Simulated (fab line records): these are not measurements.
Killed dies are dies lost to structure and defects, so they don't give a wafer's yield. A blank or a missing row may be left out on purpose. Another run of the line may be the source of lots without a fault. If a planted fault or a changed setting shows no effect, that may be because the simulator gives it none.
Which tool is to blame? -- flow sky130 -- Sampling: 10 lots, 30 wafers, 7 of 708 route steps

WHAT EACH GAUGE READ, for each wafer
SKY_VIA2_BOW_MEAS_03. Usual: VIA2_BOW typically reads 85 um, with standard deviation 7.3.
lot,measured,on,VIA2_BOW (um),flag
L363,day 34 20:04,film-metro-03,84 83 98,
L366,day 35 22:25,film-metro-03,91 82 87,
L367,day 36 18:29,film-metro-03,94 94 98,
L375,day 39 04:07,film-metro-02,84 84 84,
L376,day 39 13:38,film-metro-04,80 84 88,
L381,day 42 11:55,film-metro-04,90 88 99,
L385,day 42 12:12,film-metro-03,81 82 81,
L382,day 42 13:59,film-metro-03,72 76 79,
L384,day 42 14:35,film-metro-02,86 89 79,
L383,day 42 17:17,film-metro-03,90 89 83,

SKY_CAPM_RS_MEAS_03: the measuring method here is four-point-probe. Usual: CAPM_TIN_RS typically reads 6.88 ohm/sq, with standard deviation 0.082.
lot,measured,on,CAPM_TIN_RS (ohm/sq),flag
L363,day 36 00:25,film-metro-04,6.85 6.84 6.82,
L366,day 37 02:25,film-metro-03,6.81 6.87 6.80,
L367,day 38 00:13,film-metro-03,6.94 6.94 6.91,
L375,day 40 07:31,film-metro-01,11.09 6.91 10.99,OFF
L376,day 40 17:12,film-metro-01,11.06 6.94 6.90,OFF
L381,day 43 13:21,film-metro-01,6.98 6.97 7.00,
L385,day 43 13:56,film-metro-04,6.88 6.89 6.86,
L382,day 43 15:45,film-metro-01,6.89 6.89 6.80,
L384,day 43 16:05,film-metro-03,6.86 6.79 6.83,
L383,day 43 18:20,film-metro-01,7.02 7.07 6.96,

SKY_CAPM_THK_MEAS_04: measures by xrf. Usual: CAPM_TIN_THK typically reads 199.5 nm, with standard deviation 2.6.
lot,measured,on,CAPM_TIN_THK (nm),flag
L363,day 36 00:30,film-metro-04,199.5 201.0 199.7,
L366,day 37 02:32,film-metro-03,202.6 199.4 202.3,
L367,day 38 00:20,film-metro-03,199.2 199.1 198.4,
L375,day 40 07:38,film-metro-01,125.8 197.8 127.2,OFF
L376,day 40 17:17,film-metro-01,126.1 197.3 199.8,OFF
L381,day 43 13:28,film-metro-01,195.0 196.7 195.6,
L385,day 43 14:04,film-metro-04,200.6 198.9 200.5,
L382,day 43 15:52,film-metro-01,198.5 199.4 201.8,
L384,day 43 16:13,film-metro-03,201.4 202.7 201.8,
L383,day 43 18:27,film-metro-01,195.6 193.4 196.9,

SKY_METAL3_OVL_MEAS_14. Usual: METAL3_OVL typically reads 3 nm, with standard deviation 4.9.
lot,measured,on,METAL3_OVL (nm),flag
L363,day 38 05:19,overlay-02,11 11 15,
L366,day 39 05:22,overlay-02,8 0 13,
L367,day 40 02:35,overlay-02,4 11 -1,
L375,day 42 08:12,overlay-02,-1 -3 4,
L376,day 42 17:20,overlay-02,2 0 7,
L381,day 45 09:56,overlay-02,1 9 6,
L385,day 45 10:35,overlay-01,5 7 5,
L382,day 45 11:19,overlay-02,4 3 3,
L384,day 45 12:36,overlay-02,-4 12 -3,
L383,day 45 14:13,overlay-01,2 2 7,

WHICH TOOL RAN EACH LOT (tool, then ch and the chambers of the sampled wafers, then the start)
lot,SKY_METAL2_SPUTTER_03,SKY_CAPM_SPUTTER_02,SKY_CAPM_METAL_ETCH_13
L363,"pvd-sputter-04, day 33 16:13","pvd-sputter-04, day 36 00:17","rie-metal-02 ch 0,1, day 37 03:14"
L366,"pvd-sputter-01, day 34 18:26","pvd-sputter-02, day 37 02:18","rie-metal-02 ch 0,1, day 38 03:42"
L367,"pvd-sputter-01, day 35 13:53","pvd-sputter-04, day 38 00:06","rie-metal-04 ch 0,1, day 39 00:34"
L375,"pvd-sputter-04, day 38 01:08","pvd-sputter-04, day 40 07:25","rie-metal-04 ch 0,1, day 41 07:39"
L376,"pvd-sputter-04, day 38 11:20","pvd-sputter-04, day 40 17:02","rie-metal-02 ch 0,1, day 41 17:00"
L381,"pvd-sputter-04, day 41 10:20","pvd-sputter-04, day 43 13:13","rie-metal-01 ch 1, day 44 11:51"
L385,"pvd-sputter-02, day 41 10:40","pvd-sputter-04, day 43 13:50","rie-metal-02 ch 0,1, day 44 12:40"
L382,"pvd-sputter-01, day 41 12:47","pvd-sputter-04, day 43 15:37","rie-metal-02 ch 0,1, day 44 13:18"
L384,"pvd-sputter-02, day 41 13:30","pvd-sputter-04, day 43 15:59","rie-metal-01 ch 0,1, day 44 14:30"
L383,"pvd-sputter-04, day 41 15:49","pvd-sputter-04, day 43 18:13","rie-metal-02 ch 0,1, day 44 16:16"
- SKY_METAL2_SPUTTER_03: material Ti, target thk 5 nm, time 3.3 s.
- SKY_CAPM_SPUTTER_02: material TiN, target thk 200 nm, time 166.7 s.
- SKY_CAPM_METAL_ETCH_13: etches TiN in Cl2/BCl3, stops on SiO2, target depth 220 nm, time 62.9 s.

WHAT THE TOOLS THEMSELVES READ (means of the sampled wafers that have a number; where no wafer has one, the mark that the record gives instead)
SKY_METAL2_SPUTTER_03. Usual: throttle-valve-pct reads 30.4 % (standard deviation 1.1).
lot,tool,throttle-valve-pct (%),flag
L363,pvd-sputter-04,31.0,
L366,pvd-sputter-01,31.2,
L367,pvd-sputter-01,31.1,
L375,pvd-sputter-04,30.9,
L376,pvd-sputter-04,30.5,
L381,pvd-sputter-04,30.6,
L385,pvd-sputter-02,29.8,
L382,pvd-sputter-01,30.8,
L384,pvd-sputter-02,28.7,
L383,pvd-sputter-04,29.6,

SKY_CAPM_SPUTTER_02. Usual: substrate-temp-c 300.00 C, standard deviation 0.22; throttle-valve-pct 30.4 %, standard deviation 1.2.
lot,tool,substrate-temp-c (C),throttle-valve-pct (%),flag
L363,pvd-sputter-04,299.73,30.0,
L366,pvd-sputter-02,300.18,30.1,
L367,pvd-sputter-04,299.99,29.7,
L375,pvd-sputter-04,300.17,31.3,
L376,pvd-sputter-04,300.11,30.6,
L381,pvd-sputter-04,299.99,29.8,
L385,pvd-sputter-04,299.79,30.2,
L382,pvd-sputter-04,299.88,30.6,
L384,pvd-sputter-04,300.07,30.9,
L383,pvd-sputter-04,300.05,30.9,

SKY_CAPM_METAL_ETCH_13. Usual: drypump-motor-current-A 5.8 A, standard deviation 0.5; oes-product-au 0.944 a.u., standard deviation 0.0077; throttle-valve-pct 21.900 %, standard deviation 0.0097.
lot,tool,drypump-motor-current-A (A),oes-product-au (a.u.),throttle-valve-pct (%),flag
L363,rie-metal-02,6.3,0.949,21.901,
L366,rie-metal-02,6.3,0.950,21.904,
L367,rie-metal-04,5.0,0.939,21.900,
L375,rie-metal-04,5.0,0.806,21.989,OFF
L376,rie-metal-02,6.3,0.872,21.942,OFF
L381,rie-metal-01,5.5,0.932,21.911,
L385,rie-metal-02,6.0,0.945,21.894,
L382,rie-metal-02,6.0,0.945,21.893,
L384,rie-metal-01,5.9,0.950,21.907,
L383,rie-metal-02,6.0,0.936,21.908,

THE ANSWER, worked out from the rows above alone
Rule: take the mean of a lot's wafers that have a number; if it is more than 3 standard deviations from the usual mean, the lot is off. Also off: a lot with no number at a reading for which 4 or more lots have one. The other lots that the step has rows for count as sound. The gauges are gone through in route order, then the tools' own readings, and for those a lot's mean is taken as printed above. At the first step where some lot is off, the reading lying furthest off is the one used; lots without a number count as furthest.
Off: L375, L376, seen at SKY_CAPM_RS_MEAS_03 (CAPM_TIN_RS).
If a tool, at a process step before that reading, ran all the lots that are off and no sound lot after the first of them, it fits. The gauges at SKY_CAPM_RS_MEAS_03 aren't tried: what is off there is off at SKY_CAPM_METAL_ETCH_13 too, on other tools, and a gauge's error can't cause that. Of those tried, none fits.

WHAT WAS PUT IN BY THE SIMULATOR
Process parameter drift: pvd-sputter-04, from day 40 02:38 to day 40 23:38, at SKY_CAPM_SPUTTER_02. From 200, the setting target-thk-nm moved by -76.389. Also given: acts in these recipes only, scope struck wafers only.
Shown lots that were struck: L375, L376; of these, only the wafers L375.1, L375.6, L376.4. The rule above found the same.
